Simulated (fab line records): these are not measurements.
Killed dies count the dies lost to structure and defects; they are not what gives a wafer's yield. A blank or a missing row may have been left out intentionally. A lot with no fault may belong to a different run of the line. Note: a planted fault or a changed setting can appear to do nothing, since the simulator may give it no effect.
fab line records	flow sky130
record lots=6	wafers=18	lastDay=49
route steps=708 shown SONOS_ONO@186 GATE_OXIDE@187 PAD_OPEN@708
lots that met no fault: from a run of the same line without faults
startH: the number of hours between the record's first day and the start of the first shown wafer of the lot	waitH: hours elapsed since this lot's preceding step	" as in the row above	L1.1+2: several wafers, shown together as one row	- no value present, or no start provided	* or withheld: withheld	< > ~ a bound
route shown NAME@n: NAME is a module with steps in the file, n the number in the route of the first one	usual: the fault-free wafers' mean and standard deviation	same: alike in all rows	chamber/n: place in a boat	sites: each site's reading	_std_site: standard deviation of those values	_edge_site: the outer-site mean with the inner-site mean subtracted	radiusMm: how far each site lies from the wafer's centre	mask NAME#n: copy n	behind: the most recent tool/chamber to have shaped the wafer	hold: why the lot went on hold/how many hours it stayed there/how the hold came to an end	device: the n, p or np transistor that did not switch	end of line: the route-end tests of the same wafers	for a step that has no rows: nothing shown but its recipe	killed: dies that structure and defects cost at the first sort, which is not the same as the wafer's yield	map: per-die view of a wafer (x killed, . not killed, _ where there is no die)
set.NAME: the setting the step ran with; set.NAME@STEP: the setting that earlier step ran with	model.NAME: the simulator's own value behind a step, which no gauge read
lots at selected steps of the route; one table per step, one row per wafer
services: when a tool's chamber went out of use (startH, in hours from the record's first day, below 0 if earlier), for how many hours, and the reason
## steps
# step SKY_SONOS_ONO_WET_ETCH_18
# recipe chemistry=H3PO4	targetDepthNm=15	target=Si3N4	tempC=160	timeS=172
# step SKY_GATE_OXIDE_CLEAN_00
# recipe chemistry=SC1/SC2	mix=1:4:20	tempC=70	timeS=150	dry=n2Spin
# step SKY_GATE_OXIDE_OXIDATION_01
# recipe tempC=900	ambient=O2	stabiliseS=600	purgeS=300	targetThkA=102.68	oxTimeS=1473
# step SKY_GATE_OXIDE_THK_MEAS_02
# recipe reads=SiO2_of_GATE_OXIDE_OXIDATION_01
# usual GATE_OXIDE_OXIDATION_00_THK=10.26/0.21
lot.wafer	tool	chamber	startH	waitH	GATE_OXIDE_OXIDATION_00_THK[nm]
L911.1	filmMetro-02	-	297.17	0.0	10.17
L911.4	"	-	"	"	10.24
L911.5	"	-	"	"	10.53
L918.2	filmMetro-04	-	357.31	0.0	9.98
L918.3	"	-	"	"	10.19
L918.4	"	-	"	"	10.29
L921.3	filmMetro-04	-	381.00	0.0	9.96
L921.4	"	-	"	"	10.02
L921.5	"	-	"	"	10.04
L922.1	filmMetro-03	-	390.33	0.0	10.28
L922.2	"	-	"	"	10.06
L922.5	"	-	"	"	10.01
L925.4	filmMetro-02	-	416.72	0.0	10.33
L925.5	"	-	"	"	10.23
L925.6	"	-	"	"	10.34
L927.1	filmMetro-04	-	431.73	0.0	10.33
L927.2	"	-	"	"	10.37
L927.6	"	-	"	"	10.24
# step SKY_GATE_OXIDE_DEHYDRATE_03
# recipe tempC=200	timeS=60
# step SKY_GATE_OXIDE_HMDS_04
# recipe primeTimeS=60	primeTempC=120
# step SKY_GATE_OXIDE_COAT_05
# recipe resist=NOVOLAK	spinRpm=3000	resistThkNm=1140
# step SKY_GATE_OXIDE_SOFTBAKE_06
# recipe tempC=90	timeS=60	resist=NOVOLAK
# step SKY_GATE_OXIDE_EXPOSE_07
# recipe maskId=LVOM	na=0.6	sourceShape=conventional	sigmaOuter=0.6	polarization=unpolarized	targetCdNm=600	doseMj=170
# step SKY_GATE_OXIDE_PEB_08
# recipe tempC=withheld	timeS=*	resist=NOVOLAK
# step SKY_GATE_OXIDE_DEVELOP_09
# recipe resist=NOVOLAK	developer=TMAH	developTimeS=60	devTempC=23
# step SKY_GATE_OXIDE_OVL_MEAS_10
# usual GATE_OXIDE_OVL=1.3/1.2
lot.wafer	tool	chamber	startH	waitH	GATE_OXIDE_OVL[nm]
L911.1	overlay-02	-	322.59	0.1	0.9
L911.4	"	-	"	"	1.6
L911.5	"	-	"	"	0.5
L918.2	overlay-01	-	385.48	0.1	1.1
L918.3	"	-	"	"	2.6
L918.4	"	-	"	"	2.9
L921.3	overlay-02	-	410.23	0.1	0.5
L921.4	"	-	"	"	2.8
L921.5	"	-	"	"	1.4
L922.1	overlay-01	-	420.14	0.1	-1.4
L922.2	"	-	"	"	-0.5
L922.5	"	-	"	"	0.2
L925.4	overlay-01	-	446.39	0.1	1.5
L925.5	"	-	"	"	1.0
L925.6	"	-	"	"	2.2
L927.1	overlay-01	-	461.94	0.1	-0.4
L927.2	"	-	"	"	0.8
L927.6	"	-	"	"	0.7
# step SKY_GATE_OXIDE_IMPLANT_11
# recipe species=B	energyKev=10	doseCm2=2.6e+12	tiltDeg=withheld
lot.wafer	tool	chamber	startH	waitH
L911.1+4+5	implanter-03	0	322.63	0.0
L918.2+3+4	implanter-04	0	385.53	0.0
L921.3+4+5	implanter-04	0	410.31	0.1
L922.1+2+5	implanter-02	0	420.18	0.0
L925.4+5+6	implanter-02	0	446.48	0.1
L925.4+5+6	implanter-02	0	446.80	0.3
L927.1+2+6	implanter-02	0	461.98	0.0
L927.1+2+6	implanter-02	0	462.29	0.3
# step SKY_GATE_OXIDE_WET_ETCH_12
# recipe chemistry=dHF	targetDepthNm=16.8	dry=n2Spin	target=SiO2	dilution=100:1	tempC=25	timeS=336
# step SKY_GATE_OXIDE_STRIP_13
# recipe chemistry=O2/N2	powerW=1400	pressureMtorr=1500	platenTempC=withheld	o2FlowSccm=3000	n2FlowSccm=300	overashFraction=0.5
# usual drypumpMotorCurrentA=5.6/0.46	oesProductAu=0.715/0.0052	stripTimeToEndpointS=14.17/0.049
lot.wafer	tool	chamber	startH	waitH	drypumpMotorCurrentA	oesProductAu	rfHoursCounterH	stripTimeToEndpointS
L911.1	plasmaAsher-04	1	322.88	0.0	5.4	0.715	51	14.22
L911.4	"	0	"	"	5.0	0.714	-	14.17
L911.5	"	0	"	"	5.0	0.719	-	14.18
L918.2	plasmaAsher-03	1	385.76	0.0	6.4	0.718	67	14.11
L918.3	"	0	"	"	6.1	0.717	-	14.13
L918.4	"	1	"	"	6.4	0.720	-	14.11
L921.3	plasmaAsher-02	1	410.54	0.0	5.6	0.719	-	14.12
L921.4	"	0	"	"	5.5	0.716	-	14.14
L921.5	"	1	"	"	5.6	0.720	-	14.14
L922.1	plasmaAsher-04	0	420.43	0.0	5.0	0.706	61	14.15
L922.2	"	1	"	"	5.4	0.707	61	14.16
L922.5	"	1	"	"	5.4	0.717	-	14.13
L925.4	plasmaAsher-02	0	447.01	0.0	5.5	0.723	-	14.19
L925.5	"	0	"	"	5.5	0.716	-	14.18
L925.6	"	1	"	"	5.5	0.716	-	14.12
L927.1	plasmaAsher-02	0	462.55	0.0	5.5	0.722	3	14.12
L927.2	"	1	"	"	5.6	0.714	3	14.13
L927.6	"	1	"	"	5.6	0.718	-	14.12
# step SKY_GATE_OXIDE_TW_MEAS_14
# usual GATE_OXIDE_TW=222.8/2.3
lot.wafer	tool	chamber	startH	waitH	GATE_OXIDE_TW
L911.1	filmMetro-03	-	322.98	0.1	223.4
L911.4	"	-	"	"	223.4
L911.5	"	-	"	"	222.9
L918.2	filmMetro-02	-	385.87	0.1	220.1
L918.3	"	-	"	"	220.0
L918.4	"	-	"	"	220.0
L921.3	filmMetro-04	-	410.63	0.1	225.8
L921.4	"	-	"	"	225.5
L921.5	"	-	"	"	225.8
L922.1	filmMetro-04	-	420.53	0.1	226.1
L922.2	"	-	"	"	226.7
L922.5	"	-	"	"	226.1
L925.4	filmMetro-02	-	447.10	0.1	269.3
L925.5	"	-	"	"	269.5
L925.6	"	-	"	"	270.2
L927.1	filmMetro-02	-	462.65	0.1	268.3
L927.2	"	-	"	"	268.9
L927.6	"	-	"	"	268.2
# step SKY_GATE_OXIDE_CLEAN_15
# recipe chemistry=SC1/SC2	mix=1:4:20	tempC=70	timeS=150	dry=n2Spin
# step SKY_PAD_OPEN_PROBE_99
# usual killed_at_M0_to_M3=43/7.3	killed_at_M4_up=3.1/1.8	killedAtContacts=24/5.4	killedAtFrontEnd=15/4.1	killedAtOther=0.2/0.52	killedDies=86/10	killedOpen=47/7.3	killedShort=39/6.4
# same grossDies=492	killedAtBackSide=0
lot.wafer	tool	chamber	startH	waitH	killed_at_M0_to_M3	killed_at_M4_up	killedAtContacts	killedAtFrontEnd	killedAtOther	killedDies	killedOpen	killedShort
L911.1	prober-01	-	1082.82	0.1	40	3	31	7	0	81	47	34
L911.4	prober-01	-	1082.97	0.2	44	4	24	11	0	83	50	33
L911.5	prober-01	-	1083.02	0.2	48	1	28	20	0	97	52	45
L918.2	prober-02	-	1132.14	0.1	31	3	28	16	0	78	50	28
L918.3	prober-02	-	1132.19	0.2	44	2	19	16	0	81	48	33
L918.4	prober-02	-	1132.24	0.2	51	2	36	15	0	104	60	44
L921.3	prober-01	-	1147.72	0.2	50	3	21	15	0	89	41	48
L921.4	prober-01	-	1147.77	0.2	53	7	22	14	0	96	50	46
L921.5	prober-01	-	1147.82	0.2	55	4	27	7	0	93	44	49
L922.1	prober-02	-	1151.97	0.1	41	3	24	15	0	83	50	33
L922.2	prober-02	-	1152.02	0.1	30	2	20	18	0	70	30	40
L922.5	prober-02	-	1152.17	0.2	51	5	15	12	0	83	34	49
L925.4	prober-01	-	1168.87	0.2	34	3	19	15	0	71	39	32
L925.5	prober-01	-	1168.92	0.2	55	5	24	14	0	98	52	46
L925.6	prober-01	-	1168.97	0.2	43	2	25	11	1	82	47	35
L927.1	prober-02	-	1175.61	0.1	44	1	33	16	0	94	52	42
L927.2	prober-02	-	1175.66	0.1	53	2	21	14	0	90	53	37
L927.6	prober-02	-	1175.86	0.2	38	5	18	12	0	73	46	27
# killed by level:class
L911.1 VIA1:geometricParticle:open=12 LI_CONTACT:geometricParticle:open=9 CONTACT:geometricParticle:short=8 CONTACT:geometricParticle:open=8 METAL1:geometricParticle:short=7 VIA2:geometricParticle:open=6 VIA3:geometricParticle:open=5 METAL2:geometricParticle:short=4
L911.4 VIA1:geometricParticle:open=10 VIA3:geometricParticle:open=9 LI_CONTACT:geometricParticle:open=8 CONTACT:geometricParticle:open=7 VIA2:geometricParticle:open=7 CONTACT:geometricParticle:short=6 METAL1:geometricParticle:short=5 METAL2:geometricParticle:short=5
L911.5 CONTACT:geometricParticle:open=12 LI_CONTACT:geometricParticle:open=10 METAL1:geometricParticle:short=8 METAL2:geometricParticle:short=7 VIA2:geometricParticle:open=7 VIA1:geometricParticle:open=7 FIELD_ISO:geometricParticle:open=4 SPACER:geometricParticle:short=4
L918.2 CONTACT:geometricParticle:open=16 VIA1:geometricParticle:open=9 FIELD_ISO:geometricParticle:short=6 FIELD_ISO:geometricParticle:open=4 LI_CONTACT:geometricParticle:open=4 METAL1:geometricParticle:short=4 METAL1:geometricParticle:open=4 VIA2:geometricParticle:open=4
L918.3 VIA1:geometricParticle:open=9 CONTACT:geometricParticle:open=8 METAL2:geometricParticle:short=8 VIA2:geometricParticle:open=8 VIA3:geometricParticle:open=6 FIELD_ISO:geometricParticle:open=5 POLY_GATE:geometricParticle:open=5 LI_CONTACT:geometricParticle:open=5
L918.4 CONTACT:geometricParticle:open=12 VIA2:geometricParticle:open=11 VIA1:geometricParticle:open=11 LI_CONTACT:geometricParticle:open=9 CONTACT:geometricParticle:short=8 LOCAL_INTERCONNECT:geometricParticle:short=7 METAL1:geometricParticle:short=7 FIELD_ISO:geometricParticle:open=5
L921.3 VIA1:geometricParticle:open=13 METAL1:geometricParticle:short=7 VIA2:geometricParticle:open=7 VIA2:geometricParticle:short=6 FIELD_ISO:geometricParticle:short=5 LOCAL_INTERCONNECT:geometricParticle:short=5 CONTACT:geometricParticle:open=5 FIELD_ISO:geometricParticle:open=4
L921.4 VIA1:geometricParticle:open=14 CONTACT:geometricParticle:open=10 METAL4:geometricParticle:short=7 LI_CONTACT:geometricParticle:open=6 METAL1:geometricParticle:short=6 VIA1:geometricParticle:short=6 METAL2:geometricParticle:short=6 VIA2:geometricParticle:open=4
L921.5 VIA1:geometricParticle:open=15 CONTACT:geometricParticle:open=9 METAL1:geometricParticle:short=9 METAL2:geometricParticle:short=9 LI_CONTACT:geometricParticle:short=6 LI_CONTACT:geometricParticle:open=6 METAL3:geometricParticle:short=5 CONTACT:geometricParticle:short=4
L922.1 VIA3:geometricParticle:open=12 CONTACT:geometricParticle:open=9 VIA2:geometricParticle:open=8 LI_CONTACT:geometricParticle:open=7 FIELD_ISO:geometricParticle:open=6 VIA1:geometricParticle:short=5 METAL2:geometricParticle:short=4 LI_CONTACT:geometricParticle:short=3
L922.2 CONTACT:geometricParticle:short=7 FIELD_ISO:geometricParticle:short=6 VIA1:geometricParticle:open=6 LOCAL_INTERCONNECT:geometricParticle:short=6 VIA3:geometricParticle:open=5 POLY_GATE:geometricParticle:open=4 CONTACT:geometricParticle:open=4 VIA1:geometricParticle:short=4
L922.5 VIA2:geometricParticle:open=7 VIA3:geometricParticle:open=7 VIA3:geometricParticle:short=7 CONTACT:geometricParticle:open=6 METAL1:geometricParticle:short=6 VIA1:geometricParticle:short=6 METAL4:geometricParticle:short=5 METAL2:geometricParticle:short=5
L925.4 CONTACT:geometricParticle:open=8 VIA2:geometricParticle:open=7 VIA1:geometricParticle:open=7 FIELD_ISO:geometricParticle:short=6 LI_CONTACT:geometricParticle:open=6 VIA1:geometricParticle:short=4 METAL2:geometricParticle:short=4 VIA3:geometricParticle:open=4
L925.5 VIA1:geometricParticle:open=13 CONTACT:geometricParticle:open=9 METAL1:geometricParticle:short=7 VIA1:geometricParticle:short=7 VIA3:geometricParticle:open=7 LI_CONTACT:geometricParticle:open=6 VIA3:geometricParticle:short=6 CONTACT:geometricParticle:short=5
L925.6 VIA1:geometricParticle:open=10 VIA2:geometricParticle:open=10 CONTACT:geometricParticle:open=6 LI_CONTACT:geometricParticle:open=5 LOCAL_INTERCONNECT:geometricParticle:short=5 CONTACT:geometricParticle:short=5 FIELD_ISO:geometricParticle:short=3 FIELD_ISO:geometricParticle:open=3
L927.1 CONTACT:geometricParticle:open=14 VIA3:geometricParticle:open=10 VIA1:geometricParticle:open=8 LI_CONTACT:geometricParticle:open=7 METAL2:geometricParticle:short=6 METAL1:geometricParticle:short=5 FIELD_ISO:geometricParticle:short=4 POLY_GATE:geometricParticle:open=4
L927.2 VIA1:geometricParticle:open=13 LI_CONTACT:geometricParticle:open=6 METAL1:geometricParticle:short=6 VIA1:geometricParticle:short=6 VIA2:geometricParticle:open=6 VIA3:geometricParticle:open=6 POLY_GATE:geometricParticle:open=5 CONTACT:geometricParticle:open=5
L927.6 VIA1:geometricParticle:open=12 CONTACT:geometricParticle:open=7 VIA3:geometricParticle:open=7 LOCAL_INTERCONNECT:geometricParticle:short=4 LI_CONTACT:geometricParticle:open=4 VIA2:geometricParticle:open=4 FIELD_ISO:geometricParticle:short=3 METAL1:geometricParticle:short=3
## services
tool	chamber	startH	hours	kind
plasmaAsher-02	-	311.08	0.5	repair
implanter-02	-	341.40	0.9	repair
implanter-02	-	394.73	6.7	pm
implanter-03	-	420.01	2.3	repair
plasmaAsher-02	-	421.28	9.0	pm
plasmaAsher-02	0	421.28	9.0	ventCycle
plasmaAsher-02	1	421.28	9.0	ventCycle
plasmaAsher-02	0	430.28	-	clean
plasmaAsher-02	1	430.28	-	clean
plasmaAsher-02	-	438.27	1.1	repair
plasmaAsher-02	-	449.94	0.5	repair
plasmaAsher-03	-	460.92	0.6	repair
implanter-03	-	461.44	5.3	pm
## key
firstSign step=SKY_GATE_OXIDE_IMPLANT_11	reading=visit	direction=added
effect step=SKY_GATE_OXIDE_TW_MEAS_14	reading=GATE_OXIDE_TW	direction=up	sigmas=20	usual=222.8	struck=269.1
metAt SKY_GATE_OXIDE_IMPLANT_11
struckWafers L925.4,L925.5,L925.6,L927.1,L927.2,L927.6
testerLeftOut L925,L927
fault kind=repeatedStepWhole	tool=implanter-02,implanter-03,implanter-04	chamber=-	onsetH=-	steps=SKY_GATE_OXIDE_IMPLANT_11	times=1	scope=struckLotsOnly
# testerLeftOut: of these lots the tester's yield and bins aren't shown, on N5 and GAA mostly nor the transistor test; their killed dies are dies lost to structure and defects alone, not to doping, threshold or leakage, so they don't give the yield
